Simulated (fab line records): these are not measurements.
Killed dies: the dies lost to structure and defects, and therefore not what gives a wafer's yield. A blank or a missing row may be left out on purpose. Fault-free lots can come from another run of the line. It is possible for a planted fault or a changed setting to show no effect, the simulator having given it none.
Which of the tools did it? ; flow gf180mcu ; 6 lots with 17 wafers sampled at 4 steps, on a route of 602 steps

== WHAT THE GAUGES READ, wafer by wafer ==
GF_VT_IMPLANT_OVL_MEAS_07.
lot;measured;on;VT_IMPLANT_OVL (nm)
L272;day 6 03:26;overlay-02;1.5 0.6 1.9
L275;day 7 01:20;overlay-01;-0.1 0.2 -0.1
L277;day 7 11:23;overlay-02;2.4 3.4 2.6
L279;day 7 20:26;overlay-02;0.6 0.4 0.1
L285;day 9 11:08;overlay-01;0.0 0.6
L292;day 11 03:23;overlay-01;3.0 2.8 2.3

== WHICH TOOL RAN EACH LOT (tool, then ch and the chambers of the sampled wafers, then the start) ==
lot;GF_NWELL_STRIP_10;GF_LVPWELL_COAT_02;GF_LVPWELL_STRIP_10
L272;plasma-asher-03 ch 0,1, day 3 19:34;litho-track-04 ch 0, day 4 01:49;plasma-asher-04 ch 0,1, day 4 08:52
L275;plasma-asher-02 ch 0,1, day 4 13:58;litho-track-01 ch 0, day 4 20:14;plasma-asher-04 ch 0,1, day 5 03:52
L277;plasma-asher-04 ch 0,1, day 4 23:28;litho-track-01 ch 0, day 5 06:05;plasma-asher-04 ch 0,1, day 5 14:13
L279;plasma-asher-03 ch 0,1, day 5 08:06;litho-track-01 ch 0, day 5 14:41;plasma-asher-02 ch 0,1, day 5 21:54
L285;plasma-asher-04 ch 1, day 6 17:22;litho-track-01 ch 0, day 7 00:42;plasma-asher-04 ch 0, day 7 09:13
L292;plasma-asher-02 ch 0,1, day 8 03:10;litho-track-04 ch 0, day 8 11:46;plasma-asher-01 ch 0,1, day 8 20:40
- GF_NWELL_STRIP_10: strips in O2/N2.
- GF_LVPWELL_COAT_02: resist thk 3000 nm.
- GF_LVPWELL_STRIP_10: strips in O2/N2.

== THE ANSWER, worked out from the rows above alone ==
Rule: usual is defined by the lots themselves. Put in order of their means at a reading, lots are off if they are a third of the lots or fewer, leave a main group of 4 or more, and stand apart from it by a gap of 3 or more times the standard deviation of the main group's means; of several such gaps the widest counts. Not used: any main group whose means are identical at the precision the tables above print for the reading. Also off: a lot with no number at a reading for which 4 or more lots have one. The other lots that the step has rows for count as sound.
Nothing can be told from this: no lot is off at any reading shown.

== WHAT WAS PUT IN BY THE SIMULATOR ==
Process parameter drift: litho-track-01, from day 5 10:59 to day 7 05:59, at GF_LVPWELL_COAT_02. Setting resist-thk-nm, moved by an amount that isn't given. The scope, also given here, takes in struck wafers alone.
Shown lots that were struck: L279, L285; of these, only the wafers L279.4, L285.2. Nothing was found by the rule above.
